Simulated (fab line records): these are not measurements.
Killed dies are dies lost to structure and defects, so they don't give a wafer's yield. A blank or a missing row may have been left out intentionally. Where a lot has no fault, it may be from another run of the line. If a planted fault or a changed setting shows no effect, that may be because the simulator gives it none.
fab line records    flow sky130
record: lots: 13  wafers: 39  lastDay: 50
route steps=708 shown VIA2@510 METAL3@570 VIA3@586 PAD_OPEN@708
lots that met no fault: taken from a fault-free run of the same line
startH: hours from the record's opening day to when the first of the lot's shown wafers began    waitH: hours from the lot's prior step to this one    " identical to the entry in the row above    L1.1+2: several wafers, shown together as one row    - no value, or no start was given    * or withheld: withheld    < > ~ a bound
route shown NAME@n: a module of which the file shows steps, and the number in the route of the first    usual: mean/standard deviation taken from wafers without a fault    same: alike in all rows    chamber/n: place in a boat    sites: the reading at each site    _std_site: the standard deviation of these    _edge_site: mean of outer sites minus mean of inner sites    radiusMm: how far each site lies from the wafer's centre    mask NAME#n: copy n    behind: the tool/chamber that last shaped the wafer    hold: reason for holding the lot/hours on hold/outcome of the hold    device: names the non-switching transistor (n, p or np)    end of line: tests of these same wafers at the route's end    a step with no rows: only its recipe    killed: at the first sort, the dies lost to defects and structure; wafer yield is something else    map: a wafer's dies, x killed, . not, _ none there
set.NAME: the setting that was run; set.NAME@STEP: the one run at that earlier step    model.NAME: the simulator's own value behind a step, which no gauge read
a sample of lots followed through the steps of the route, with each step as a table and each wafer as a row
services: from which hour (startH, from the record's first day; less than 0 if before it) a tool's chamber was out of use, for how many hours, and why
== steps ==
step: SKY_VIA2_BOW_MEAS_03
recipe: mode: bow
usual: VIA2_BOW: 88/7.1
lot.wafer  tool          chamber  startH  waitH  VIA2_BOW[um]
L273.1     filmMetro-02  -        816.84  0.2    85
L273.4     "             -        "       "      87
L273.5     "             -        "       "      92
L275.2     filmMetro-03  -        841.95  0.1    88
L275.3     "             -        "       "      86
L275.4     "             -        "       "      87
L278.4     filmMetro-01  -        855.01  0.2    79
L278.5     "             -        "       "      99
L278.6     "             -        "       "      92
L279.1     filmMetro-03  -        864.97  0.2    87
L279.2     "             -        "       "      87
L279.3     "             -        "       "      98
L283.3     filmMetro-03  -        906.07  0.3    90
L283.4     "             -        "       "      98
L283.5     "             -        "       "      97
L284.2     filmMetro-03  -        912.86  0.1    95
L284.4     "             -        "       "      71
L284.5     "             -        "       "      81
L286.2     filmMetro-03  -        922.10  0.3    87
L286.4     "             -        "       "      78
L286.5     "             -        "       "      83
L287.1     filmMetro-03  -        922.64  0.1    82
L287.4     "             -        "       "      89
L287.5     "             -        "       "      88
L289.2     filmMetro-01  -        939.82  0.2    84
L289.3     "             -        "       "      82
L289.5     "             -        "       "      87
L291.1     filmMetro-03  -        949.83  0.2    86
L291.2     "             -        "       "      92
L291.4     "             -        "       "      88
L292.1     filmMetro-03  -        951.84  0.2    90
L292.5     "             -        "       "      93
L292.6     "             -        "       "      92
L293.1     filmMetro-02  -        959.03  0.1    87
L293.3     "             -        "       "      90
L293.5     "             -        "       "      84
L296.1     filmMetro-01  -        978.71  0.2    81
L296.3     "             -        "       "      85
L296.6     "             -        "       "      93
step: SKY_METAL3_STRIP_20
recipe: chemistry: postEtchResidueRemover  timeS: 1200  tempC: 72.5
usual: bathGuardTempC: 72.6/0.48  bathHeatDutyPct: 15.4/1.7
lot.wafer  tool         chamber  startH   waitH  bathGuardTempC  bathHeatDutyPct
L273.1     wetBench-04  0        897.93   0.1    72.4            17.6
L273.4     "            0        "        "      72.0            18.2
L273.5     "            0        "        "      71.9            17.4
L275.2     wetBench-03  0        921.56   0.1    72.9            18.2
L275.3     "            0        "        "      73.1            18.4
L275.4     "            0        "        "      72.8            16.8
L278.4     wetBench-04  3        933.11   0.0    72.8            15.0
L278.5     "            3        "        "      72.5            14.4
L278.6     "            3        "        "      72.6            15.3
L279.1     wetBench-04  3        943.46   0.1    72.5            13.3
L279.2     "            3        "        "      73.1            14.2
L279.3     "            3        "        "      72.5            15.5
L283.3     wetBench-01  0        981.16   0.0    73.3            13.4
L283.4     "            0        "        "      72.9            12.9
L283.5     "            0        "        "      73.0            12.7
L284.2     wetBench-04  2        988.62   0.1    72.2            18.0
L284.4     "            2        "        "      71.9            16.8
L284.5     "            2        "        "      72.2            17.4
L286.2     wetBench-03  1        996.56   0.1    72.3            15.3
L286.4     "            1        "        "      72.5            16.1
L286.5     "            1        "        "      72.6            16.0
L287.1     wetBench-03  2        997.21   0.1    72.1            15.1
L287.4     "            2        "        "      71.9            15.5
L287.5     "            2        "        "      72.1            16.3
L289.2     wetBench-01  1        1013.42  0.1    72.8            15.6
L289.3     "            1        "        "      72.6            14.9
L289.5     "            1        "        "      73.3            14.7
L291.1     wetBench-03  1        1023.22  0.1    -               -
L291.2     "            1        "        "      -               -
L291.4     "            1        "        "      -               -
L292.1     wetBench-03  0        1026.26  0.1    -               -
L292.5     "            0        "        "      -               -
L292.6     "            0        "        "      -               -
L293.1     wetBench-01  1        1031.81  0.1    -               -
L293.3     "            1        "        "      -               -
L293.5     "            1        "        "      -               -
L296.1     wetBench-01  2        1052.91  0.1    72.0            14.8
L296.3     "            2        "        "      72.0            14.6
L296.6     "            2        "        "      71.7            13.5
step: SKY_VIA3_OVL_MEAS_13
usual: VIA3_OVL: 2/6
lot.wafer  tool        chamber  startH   waitH  VIA3_OVL[nm]
L273.1     overlay-01  -        923.91   0.1    4
L273.4     "           -        "        "      4
L273.5     "           -        "        "      6
L275.2     overlay-01  -        946.79   0.1    -4
L275.3     "           -        "        "      -1
L275.4     "           -        "        "      -11
L278.4     overlay-01  -        958.43   0.1    0
L278.5     "           -        "        "      -1
L278.6     "           -        "        "      -5
L279.1     overlay-02  -        968.66   0.1    6
L279.2     "           -        "        "      0
L279.3     "           -        "        "      -1
L283.3     overlay-01  -        1006.26  0.1    7
L283.4     "           -        "        "      3
L283.5     "           -        "        "      6
L284.2     overlay-02  -        1013.29  0.1    6
L284.4     "           -        "        "      -1
L284.5     "           -        "        "      0
L286.2     overlay-01  -        1021.09  0.1    -1
L286.4     "           -        "        "      -8
L286.5     "           -        "        "      -8
L287.1     overlay-02  -        1021.76  0.1    1
L287.4     "           -        "        "      -3
L287.5     "           -        "        "      -5
L289.2     overlay-01  -        1037.60  0.1    0
L289.3     "           -        "        "      -3
L289.5     "           -        "        "      -9
L291.1     overlay-02  -        1047.41  0.1    -1
L291.2     "           -        "        "      -3
L291.4     "           -        "        "      2
L292.1     overlay-01  -        1050.21  0.1    0
L292.5     "           -        "        "      9
L292.6     "           -        "        "      6
L293.1     overlay-01  -        1054.93  0.1    2
L293.3     "           -        "        "      7
L293.5     "           -        "        "      4
L296.1     overlay-02  -        1075.41  0.1    4
L296.3     "           -        "        "      7
L296.6     "           -        "        "      -2
step: SKY_VIA3_SPUTTER_20
recipe: material: TiN  targetThkNm: 20  chamberPressurePa: 5  powerW: 4000  timeS: 80
usual: throttleValvePct: 29.6/1.1
lot.wafer  tool           chamber  startH   waitH  throttleValvePct
L273.1     pvdSputter-04  -        924.64   0.0    28.8
L273.4     "              -        "        "      28.7
L273.5     "              -        "        "      29.0
L275.2     pvdSputter-01  -        947.54   0.0    30.8
L275.3     "              -        "        "      29.8
L275.4     "              -        "        "      30.1
L278.4     pvdSputter-02  -        959.17   0.0    30.6
L278.5     "              -        "        "      29.2
L278.6     "              -        "        "      28.4
L279.1     pvdSputter-01  -        969.83   0.0    30.0
L279.2     "              -        "        "      30.4
L279.3     "              -        "        "      29.1
L283.3     pvdSputter-04  -        1006.98  0.0    28.2
L283.4     "              -        "        "      31.8
L283.5     "              -        "        "      29.1
L284.2     pvdSputter-01  -        1014.01  0.0    29.3
L284.4     "              -        "        "      30.7
L284.5     "              -        "        "      30.8
L286.2     pvdSputter-02  -        1021.81  0.0    30.1
L286.4     "              -        "        "      28.2
L286.5     "              -        "        "      28.1
L287.1     pvdSputter-04  -        1022.49  0.0    31.5
L287.4     "              -        "        "      28.4
L287.5     "              -        "        "      29.3
L289.2     pvdSputter-04  -        1038.37  0.0    27.9
L289.3     "              -        "        "      29.1
L289.5     "              -        "        "      28.6
L291.1     pvdSputter-04  -        1048.15  0.0    28.8
L291.2     "              -        "        "      28.0
L291.4     "              -        "        "      31.7
L292.1     pvdSputter-02  -        1050.97  0.0    28.6
L292.5     "              -        "        "      30.4
L292.6     "              -        "        "      28.1
L293.1     pvdSputter-02  -        1055.66  0.0    29.5
L293.3     "              -        "        "      30.2
L293.5     "              -        "        "      30.3
L296.1     pvdSputter-04  -        1076.15  0.0    28.5
L296.3     "              -        "        "      31.4
L296.6     "              -        "        "      28.9
step: SKY_PAD_OPEN_PROBE_99
usual: defectLimitedYield: 82.3/2  killed_at_M0_to_M3: 43/7.3  killed_at_M4_up: 3.2/1.8  killedAtContacts: 24/5.8  killedAtFrontEnd: 16/4.5  killedAtOther: 0.3/0.53  killedDies: 87/9.9  killedOpen: 48/6.8  killedShort: 39/6.9  sort_bin_3_pad_short: 0.8/0.42  sort_bin_5_function: 10.4/1.6  sort_bin_6_memory: 6.4/1.2  sortNPass: 405/9.9  sortYieldPct: 82.3/2
same: grossDies: 492  killedAtBackSide: 0  sort_bin_4_leakage[%]: 0  sort_bin_8_speed[%]: 0
lot.wafer  tool       chamber  startH   waitH  defectLimitedYield[%]  killed_at_M0_to_M3  killed_at_M4_up  killedAtContacts  killedAtFrontEnd  killedAtOther  killedDies  killedOpen  killedShort  sort_bin_3_pad_short[%]  sort_bin_5_function[%]  sort_bin_6_memory[%]  sortNPass  sortYieldPct[%]
L273.1     prober-01  -        1071.04  0.1    81.7                   49                  3                23                15                0              90          42          48           1.4                      10.8                    6.1                   402        81.7
L273.4     prober-01  -        1071.19  0.2    82.7                   47                  2                24                12                0              85          45          40           0.2                      11.6                    5.5                   407        82.7
L273.5     prober-01  -        1071.24  0.2    85.8                   37                  3                22                8                 0              70          36          34           1.0                      8.1                     5.1                   422        85.8
L279.1     prober-01  -        1109.19  0.1    84.8                   39                  2                14                20                0              75          43          32           0.4                      8.3                     6.5                   417        84.8
L279.2     prober-01  -        1109.24  0.1    80.9                   41                  4                23                25                1              94          54          40           1.2                      10.0                    7.9                   398        80.9
L279.3     prober-01  -        1109.29  0.2    81.9                   42                  4                24                19                0              89          43          46           1.0                      10.0                    7.1                   403        81.9
L283.3     prober-01  -        1138.99  0.2    81.3                   44                  2                33                13                0              92          58          34           0.8                      9.8                     8.1                   400        81.3
L283.4     prober-01  -        1139.04  0.2    77.6                   71                  4                19                16                0              110         56          54           1.0                      14.2                    7.1                   382        77.6
L283.5     prober-01  -        1139.09  0.2    80.1                   53                  4                23                17                1              98          43          55           1.0                      12.2                    6.7                   394        80.1
L289.2     prober-01  -        1163.04  0.1    81.5                   47                  3                23                17                1              91          58          33           0.6                      9.1                     8.7                   401        81.5
L289.3     prober-01  -        1163.09  0.2    80.9                   58                  2                24                10                0              94          47          47           1.2                      11.6                    6.3                   398        80.9
L289.5     prober-01  -        1163.19  0.2    83.3                   35                  0                28                18                1              82          46          36           0.4                      11.4                    4.9                   410        83.3
L291.1     prober-01  -        1173.23  0.1    81.1                   34                  9                26                23                1              93          46          47           1.2                      8.9                     8.7                   399        81.1
L291.2     prober-01  -        1173.28  0.1    80.5                   52                  1                16                27                0              96          48          48           1.6                      9.6                     8.3                   396        80.5
L291.4     prober-01  -        1173.38  0.2    80.7                   45                  4                29                17                0              95          52          43           0.6                      11.6                    7.1                   397        80.7
L292.6     prober-02  -        1174.98  0.2    82.7                   41                  5                24                15                0              85          44          41           1.0                      9.1                     7.1                   407        82.7
L293.1     prober-01  -        1177.06  0.1    85.2                   39                  1                25                8                 0              73          44          29           1.0                      6.9                     6.9                   419        85.2
L293.3     prober-01  -        1177.16  0.2    85.8                   39                  2                22                7                 0              70          42          28           0                        8.5                     5.7                   422        85.8
L293.5     prober-01  -        1177.26  0.2    82.7                   34                  5                27                19                0              85          50          35           1.0                      10.4                    5.9                   407        82.7
L296.1     prober-02  -        1193.15  0.1    80.3                   56                  4                21                16                0              97          55          42           2.0                      9.6                     8.1                   395        80.3
L296.3     prober-02  -        1193.25  0.2    81.5                   47                  3                23                18                0              91          57          34           1.2                      10.4                    6.9                   401        81.5
L296.6     prober-02  -        1193.40  0.2    83.9                   37                  3                21                18                0              79          46          33           0.8                      8.7                     6.5                   413        83.9
killed by level:class
L273.1 VIA1:geometricParticle:open=8 LOCAL_INTERCONNECT:geometricParticle:short=7 CONTACT:geometricParticle:open=7 VIA3:geometricParticle:short=6 VIA3:geometricParticle:open=6 FIELD_ISO:geometricParticle:short=5 LI_CONTACT:geometricParticle:open=5 METAL1:geometricParticle:short=5
L273.4 CONTACT:geometricParticle:open=12 VIA3:geometricParticle:open=12 METAL2:geometricParticle:short=8 LOCAL_INTERCONNECT:geometricParticle:short=6 VIA2:geometricParticle:open=6 VIA1:geometricParticle:open=6 VIA1:geometricParticle:short=4 VIA3:geometricParticle:short=4
L273.5 VIA2:geometricParticle:open=10 CONTACT:geometricParticle:open=8 METAL2:geometricParticle:short=7 VIA1:geometricParticle:open=7 LI_CONTACT:geometricParticle:short=4 LI_CONTACT:geometricParticle:open=4 POLY_GATE:geometricParticle:open=3 LOCAL_INTERCONNECT:geometricParticle:short=3
L279.1 VIA1:geometricParticle:open=14 VIA3:geometricParticle:open=6 CONTACT:geometricParticle:open=5 FIELD_ISO:geometricParticle:short=4 POLY_GATE:geometricParticle:short=4 VIA3:geometricParticle:short=4 POLY_CUT:geometricParticle:short=3 POLY_GATE:geometricParticle:open=3
L279.2 CONTACT:geometricParticle:open=9 FIELD_ISO:geometricParticle:open=8 VIA1:geometricParticle:open=8 METAL1:geometricParticle:short=8 VIA2:geometricParticle:open=8 LI_CONTACT:geometricParticle:open=7 POLY_GATE:geometricParticle:short=5 FIELD_ISO:geometricParticle:short=4
L279.3 VIA1:geometricParticle:open=11 CONTACT:geometricParticle:open=10 VIA1:geometricParticle:short=7 LI_CONTACT:geometricParticle:open=5 METAL1:geometricParticle:short=5 VIA3:geometricParticle:open=5 FIELD_ISO:geometricParticle:short=4 POLY_GATE:geometricParticle:short=4
L283.3 VIA1:geometricParticle:open=13 LI_CONTACT:geometricParticle:open=11 METAL2:geometricParticle:short=7 CONTACT:geometricParticle:open=7 VIA2:geometricParticle:open=7 CONTACT:geometricParticle:short=6 POLY_GATE:geometricParticle:open=5 LI_CONTACT:geometricParticle:short=5
L283.4 VIA1:geometricParticle:open=18 VIA3:geometricParticle:open=11 METAL1:geometricParticle:short=10 CONTACT:geometricParticle:open=9 METAL2:geometricParticle:short=9 VIA2:geometricParticle:short=8 VIA2:geometricParticle:open=7 VIA1:geometricParticle:short=5
L283.5 LI_CONTACT:geometricParticle:open=13 METAL2:geometricParticle:short=10 VIA3:geometricParticle:open=8 POLY_GATE:geometricParticle:short=6 VIA2:geometricParticle:short=6 POLY_GATE:geometricParticle:open=5 METAL1:geometricParticle:short=5 VIA1:geometricParticle:open=5
L289.2 VIA1:geometricParticle:open=14 CONTACT:geometricParticle:open=11 METAL1:geometricParticle:short=7 VIA3:geometricParticle:open=7 LI_CONTACT:geometricParticle:open=6 FIELD_ISO:geometricParticle:open=5 METAL2:geometricParticle:short=5 FIELD_ISO:geometricParticle:short=4
L289.3 VIA1:geometricParticle:open=16 METAL2:geometricParticle:short=9 VIA3:geometricParticle:open=8 METAL1:geometricParticle:short=7 CONTACT:geometricParticle:open=6 VIA2:geometricParticle:short=5 LOCAL_INTERCONNECT:geometricParticle:short=5 VIA2:geometricParticle:open=5
L289.5 CONTACT:geometricParticle:open=11 VIA1:geometricParticle:open=8 LI_CONTACT:geometricParticle:open=7 METAL1:geometricParticle:short=7 METAL2:geometricParticle:short=7 VIA2:geometricParticle:open=7 LOCAL_INTERCONNECT:geometricParticle:short=6 FIELD_ISO:geometricParticle:short=4
L291.1 CONTACT:geometricParticle:open=11 VIA1:geometricParticle:open=11 FIELD_ISO:geometricParticle:short=8 METAL2:geometricParticle:short=7 FIELD_ISO:geometricParticle:open=6 POLY_GATE:geometricParticle:short=5 LI_CONTACT:geometricParticle:open=5 METAL4:geometricParticle:short=5
L291.2 VIA3:geometricParticle:open=10 CONTACT:geometricParticle:open=9 FIELD_ISO:geometricParticle:short=8 VIA1:geometricParticle:open=8 METAL1:geometricParticle:short=8 FIELD_ISO:geometricParticle:open=5 POLY_GATE:geometricParticle:short=5 METAL2:geometricParticle:short=5
L291.4 CONTACT:geometricParticle:open=11 VIA1:geometricParticle:open=10 LI_CONTACT:geometricParticle:open=8 METAL2:geometricParticle:short=8 VIA2:geometricParticle:open=7 POLY_GATE:geometricParticle:open=6 METAL1:geometricParticle:short=5 METAL3:geometricParticle:short=5
L292.6 CONTACT:geometricParticle:open=10 VIA1:geometricParticle:short=7 VIA1:geometricParticle:open=7 FIELD_ISO:geometricParticle:open=6 CONTACT:geometricParticle:short=6 METAL1:geometricParticle:short=6 VIA3:geometricParticle:open=6 LI_CONTACT:geometricParticle:open=5
L293.1 VIA3:geometricParticle:open=12 VIA2:geometricParticle:open=10 LI_CONTACT:geometricParticle:open=8 LOCAL_INTERCONNECT:geometricParticle:short=8 CONTACT:geometricParticle:open=6 METAL1:geometricParticle:short=6 METAL2:geometricParticle:short=4 FIELD_ISO:geometricParticle:open=3
L293.3 CONTACT:geometricParticle:open=11 VIA1:geometricParticle:open=8 VIA2:geometricParticle:open=7 VIA3:geometricParticle:open=5 FIELD_ISO:geometricParticle:short=4 METAL1:geometricParticle:short=4 LI_CONTACT:geometricParticle:open=3 VIA2:geometricParticle:short=3
L293.5 VIA2:geometricParticle:open=9 LOCAL_INTERCONNECT:geometricParticle:short=8 CONTACT:geometricParticle:open=8 VIA3:geometricParticle:open=7 POLY_GATE:geometricParticle:open=6 LI_CONTACT:geometricParticle:open=6 SPACER:geometricParticle:open=4 CONTACT:geometricParticle:short=4
L296.1 VIA1:geometricParticle:open=11 VIA2:geometricParticle:open=10 CONTACT:geometricParticle:open=8 VIA1:geometricParticle:short=8 METAL2:geometricParticle:short=8 VIA2:geometricParticle:short=7 LI_CONTACT:geometricParticle:open=7 VIA3:geometricParticle:open=6
L296.3 VIA1:geometricParticle:open=12 VIA2:geometricParticle:open=11 METAL1:geometricParticle:short=8 FIELD_ISO:geometricParticle:open=6 CONTACT:geometricParticle:open=6 LI_CONTACT:geometricParticle:open=5 LI_CONTACT:geometricParticle:short=5 METAL2:geometricParticle:short=4
L296.6 VIA1:geometricParticle:open=11 LI_CONTACT:geometricParticle:open=8 POLY_GATE:geometricParticle:open=6 POLY_GATE:geometricParticle:short=5 CONTACT:geometricParticle:open=5 METAL2:geometricParticle:short=5 VIA3:geometricParticle:open=5 LI_CONTACT:geometricParticle:short=4
== services ==
tool           chamber  startH   hours  kind
pvdSputter-04  -        893.05   2.2    repair
wetBench-03    -        931.77   1.9    pm
pvdSputter-01  -        1065.34  3.5    repair
== key ==
firstSign: step: SKY_METAL3_STRIP_20  reading: toolRecord  direction: missing
effect none on later readings
metAt SKY_METAL3_STRIP_20
struckLots L291,L292,L293
notActingAt SKY_VIA2_BOW_MEAS_03,SKY_VIA3_OVL_MEAS_13,SKY_VIA3_SPUTTER_20
onsetBetween 1013.42 1023.22
fault: kind: skippedStepWhole  tool: wetBench-01,wetBench-03  chamber: -  onsetH: 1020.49  steps: SKY_METAL3_STRIP_20  scope: struckLotsOnly
